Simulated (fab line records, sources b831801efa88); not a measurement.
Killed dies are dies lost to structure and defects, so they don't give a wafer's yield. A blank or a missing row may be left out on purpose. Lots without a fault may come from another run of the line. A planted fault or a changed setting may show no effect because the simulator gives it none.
Chamber matching | flow gf180mcu | GF_V2_ETCH_16 on rie_diel-01: 4 sister chambers
The step etches BARC in N2/H2. 8 wafers are shown with their chamber, then 10 later ones without.

WAFERS WITH THEIR CHAMBER
wafer  | chamber | drypump_motor_current_A (A) | oes_product_au (a.u.)
L077.6 | 0       | 5.47                        | 0.856
L080.1 | 2       | 5.35                        | 0.853
L080.6 | 1       | 6.07                        | 0.851
L085.2 | 1       | 6.10                        | 0.854
L085.3 | 2       | 5.31                        | 0.846
L085.4 | 0       | 5.45                        | 0.848
L088.4 | 3       | 6.20                        | 0.855
L088.5 | 3       | 6.21                        | 0.861

WAFERS WITHOUT THEIR CHAMBER
wafer  | drypump_motor_current_A (A) | oes_product_au (a.u.)
L088.6 | 5.44                        | 0.853
L090.1 | 5.44                        | 0.857
L090.4 | 6.09                        | 0.852
L090.6 | 5.47                        | 0.861
L093.2 | 6.18                        | 0.851
L093.5 | 6.08                        | 0.852
L093.6 | 5.31                        | 0.861
L097.2 | 6.22                        | 0.859
L097.3 | 5.32                        | 0.853
L097.6 | 6.09                        | 0.855

WHICH CHAMBER EACH WENT THROUGH
wafer  | from the rows above | in truth
L088.6 | 0                   | 0
L090.1 | 0                   | 0
L090.4 | 1                   | 1
L090.6 | 0                   | 0
L093.2 | 3                   | 3
L093.5 | 1                   | 1
L093.6 | 2                   | 2
L097.2 | 3                   | 3
L097.3 | 2                   | 2
L097.6 | 1                   | 1
Placed correctly: 10 of 10. Can't be placed from these rows: 0. Placed wrongly: 0.
How it was worked out, from the rows above alone: a wafer's distance from a chamber is the root of the sum, over the readings, of the square of ((its reading less the chamber's mean) divided by the reading's scatter). The wafer belongs to the nearest chamber; if the next one is less than 2 further off, it can't be placed. A chamber's mean is the mean of its shown wafers. The scatter: the root of (the sum of the squares of (reading less its chamber's mean) over the shown wafers, divided by (wafers less chambers)).
